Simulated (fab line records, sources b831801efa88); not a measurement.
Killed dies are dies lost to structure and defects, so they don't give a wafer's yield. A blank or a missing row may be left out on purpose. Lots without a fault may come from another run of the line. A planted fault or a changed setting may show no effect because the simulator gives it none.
One fault seen from 2 desks | flow gf180mcu | each desk has only its own numbers; what lay behind them comes last

THE TOOL OWNER'S DESK: pecvd-04
The tool's own readings at GF_PASSIVATION_CVD_00 (deposits SiO2 from TEOS, target thk 1000 nm, time 111.95 s): means of the sampled wafers that have a number, for each lot that ran on this tool. A lot is out of limits, marked OUT, if its mean lies more than 4 standard deviations from the usual mean; the brackets give that distance.
Columns: A = heater_power_outer_w at GF_PASSIVATION_CVD_00, usual 371 W; B = heater_power_w at GF_PASSIVATION_CVD_00, usual 607 W
lot  | first seen here | A   | B
L512 | day 30 06:02    | 356 | 564
L513 | day 30 13:13    | 348 | 546
L516 | day 31 10:25    | 309 | 515
L527 | day 34 00:26    | 346 | 558
This desk's finding: nothing out of limits on any of the 4 lots.

THE METROLOGY DESK
What the gauges read, lot by lot, whatever tool the lot ran on: means of the sampled wafers that have a number. A lot is out of limits, marked OUT, if its mean lies more than 4 standard deviations from the usual mean; the brackets give that distance.
Columns: A = MIM_ALCU_THK at GF_MIM_THK_MEAS_11, usual 201.4 nm; B = V5_CVD_00_THK at GF_V5_THK_MEAS_01, usual 300 nm; C = PASSIVATION_CVD_00_THK at GF_PASSIVATION_THK_MEAS_01, usual 1002 nm; D = PASSIVATION_BOW at GF_PASSIVATION_BOW_MEAS_14, usual 134 um
lot  | first seen here | A     | B   | C              | D
L507 | day 24 19:58    | 200.4 | 303 | 1006           | 125
L508 | day 25 11:43    | 205.0 | 300 | 1003           | 137
L509 | day 25 14:49    | 201.4 | 296 | 992            | 113
L512 | day 26 17:20    | 198.1 | 303 | 993            | 140
L513 | day 27 02:44    | 199.7 | 304 | 1275 (+21) OUT | 147
L516 | day 28 01:05    | 204.5 | 300 | 1263 (+20) OUT | 150
L525 | day 30 13:04    | 199.2 | 296 | 1007           | 123
L526 | day 30 20:12    | 202.7 | 303 | 988            | 131
L527 | day 31 00:58    | 198.7 | 298 | 1015           | 130
L528 | day 31 09:59    | 202.7 | 297 | 995            | 156
L529 | day 31 13:05    | 200.3 | 302 | 1002           | 142
This desk's finding: out of limits on L513, L516; first on L513, day 30 13:19 (PASSIVATION_CVD_00_THK at GF_PASSIVATION_THK_MEAS_01). In limits: L507, L508, L509, L512, L525, L526, L527, L528, L529.

PUT TOGETHER
The metrology desk could have raised an alarm at day 30 13:19, on L513, L516.
The tool owner's desk saw nothing out of limits.
The tool owner's desk has L513, L516 on record, within its limits.
Of the lots named, all ran GF_PASSIVATION_CVD_00 on pecvd-04.

WHAT THE SIMULATOR HAD PUT IN
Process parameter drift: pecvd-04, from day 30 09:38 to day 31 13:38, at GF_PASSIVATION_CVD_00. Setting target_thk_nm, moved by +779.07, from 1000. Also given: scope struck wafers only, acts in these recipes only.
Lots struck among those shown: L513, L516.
Hours from the fault's start to each desk's first reading out of limits: the metrology desk, 4.
